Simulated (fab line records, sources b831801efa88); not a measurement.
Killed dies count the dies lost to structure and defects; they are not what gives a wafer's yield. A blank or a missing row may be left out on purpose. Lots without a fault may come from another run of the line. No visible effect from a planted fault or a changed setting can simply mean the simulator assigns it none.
What tool caused it?    flow sky130    Sampling: 12 lots, 36 wafers, 3 of 708 route steps

WHAT THE GAUGES READ, wafer by wafer
SKY_VIA4_RS_MEAS_19: the measuring method here is four-point-probe.
lot   measured      on             VIA4_W_RS (ohm/sq)
L244  day 43 04:14  film-metro-01  0.218 0.219 0.222
L246  day 43 17:51  film-metro-02  0.223 0.221 0.221
L247  day 44 00:30  film-metro-02  0.230 0.225 0.224
L248  day 44 00:51  film-metro-03  0.222 0.224 0.223
L249  day 44 03:51  film-metro-01  0.223 0.223 0.220
L251  day 44 22:13  film-metro-02  0.227 0.219 0.220
L253  day 45 04:47  film-metro-03  0.222 0.227 0.225
L259  day 46 15:59  film-metro-01  0.222 0.221 0.225
L262  day 47 20:04  film-metro-03  0.221 0.224 0.223
L263  day 48 02:19  film-metro-03  0.226 0.225 0.226
L266  day 48 10:51  film-metro-03  0.222 0.229 0.221
L267  day 48 17:25  film-metro-01  0.228 0.219 0.225

WHAT TOOL EACH LOT RAN ON (gives the tool, then ch and the chambers of the sampled wafers, and finally the start)
lot   SKY_METAL1_SPUTTER_01         SKY_METAL4_DESCUM_15
L244  pvd-sputter-02, day 31 22:37  rie-metal-04 ch 0,1, day 42 02:42
L246  pvd-sputter-03, day 32 17:29  rie-metal-02 ch 0,1, day 42 16:23
L247  pvd-sputter-03, day 33 00:26  rie-metal-03 ch 0,1, day 42 23:29
L248  pvd-sputter-04, day 33 01:15  rie-metal-04 ch 0,1, day 42 23:50
L249  pvd-sputter-04, day 33 05:08  rie-metal-04 ch 0,1, day 43 02:34
L251  pvd-sputter-03, day 34 03:25  rie-metal-04 ch 0,1, day 43 22:19
L253  pvd-sputter-03, day 34 10:03  rie-metal-04 ch 0,1, day 44 04:37
L259  pvd-sputter-03, day 36 07:55  rie-metal-03 ch 0,1, day 45 16:18
L262  pvd-sputter-03, day 37 18:29  rie-metal-04 ch 0,1, day 46 21:37
L263  pvd-sputter-02, day 38 00:23  rie-metal-02 ch 0,1, day 47 04:20
L266  pvd-sputter-02, day 38 13:14  rie-metal-03 ch 0,1, day 47 14:02
L267  pvd-sputter-04, day 38 21:10  rie-metal-02 ch 0,1, day 47 20:01
- SKY_METAL1_SPUTTER_01: material TiN, target thk 20 nm, time 16.7 s.
- SKY_METAL4_DESCUM_15: chemistry O2, time 8 s.

WHAT THE TOOLS THEMSELVES READ (means of the sampled wafers that have a number; where no wafer has one, the mark that the record gives instead)
SKY_METAL1_SPUTTER_01.
lot   tool            throttle-valve-pct (%)
L244  pvd-sputter-02  29.2
L246  pvd-sputter-03  29.3
L247  pvd-sputter-03  29.9
L248  pvd-sputter-04  30.6
L249  pvd-sputter-04  28.3
L251  pvd-sputter-03  29.8
L253  pvd-sputter-03  29.5
L259  pvd-sputter-03  29.5
L262  pvd-sputter-03  30.0
L263  pvd-sputter-02  29.2
L266  pvd-sputter-02  29.0
L267  pvd-sputter-04  29.6

SKY_METAL4_DESCUM_15.
lot   tool          drypump-motor-current-A (A)  he-backside-leak-sccm (sccm)  oes-product-au (a.u.)  temp-c (C)
L244  rie-metal-04  5.72                         3.05                          1.010                  39.93
L246  rie-metal-02  5.91                         3.37                          0.990                  40.02
L247  rie-metal-03  5.66                         3.17                          0.990                  40.01
L248  rie-metal-04  5.60                         3.16                          0.999                  40.06
L249  rie-metal-04  5.59                         3.16                          1.009                  40.08
L251  rie-metal-04  5.57                         3.03                          0.995                  40.06
L253  rie-metal-04  5.72                         3.16                          1.004                  40.04
L259  rie-metal-03  5.81                         3.21                          0.988                  39.98
L262  rie-metal-04  5.73                         3.11                          1.011                  39.97
L263  rie-metal-02  5.97                         3.23                          0.996                  39.96
L266  rie-metal-03  5.81                         3.19                          0.991                  39.98
L267  rie-metal-02  5.91                         3.24                          0.992                  40.15

THE ANSWER, worked out from the rows above alone
Rule: the lots themselves supply what counts as usual. Put in order of their means at a reading, lots are off if they are a third of the lots or fewer, leave a main group of 4 or more, and stand apart from it by a gap of 3 or more times the standard deviation of the main group's means; of several such gaps the widest counts. A main group is skipped when, at the precision printed for the reading in the tables above, its means are all equal. Also off: a lot with no number at a reading for which 4 or more lots have one. Where the step has rows for the other lots, those lots are counted as sound. Order of review: gauges by route order, followed by the tools' own readings, for which a lot's mean as printed above is used. At the first step where some lot is off, the reading lying furthest off is the one used; lots without a number count as furthest.
Across all readings shown, no lot is off: no conclusion can be drawn from this.

WHAT THE SIMULATOR HAD INSERTED
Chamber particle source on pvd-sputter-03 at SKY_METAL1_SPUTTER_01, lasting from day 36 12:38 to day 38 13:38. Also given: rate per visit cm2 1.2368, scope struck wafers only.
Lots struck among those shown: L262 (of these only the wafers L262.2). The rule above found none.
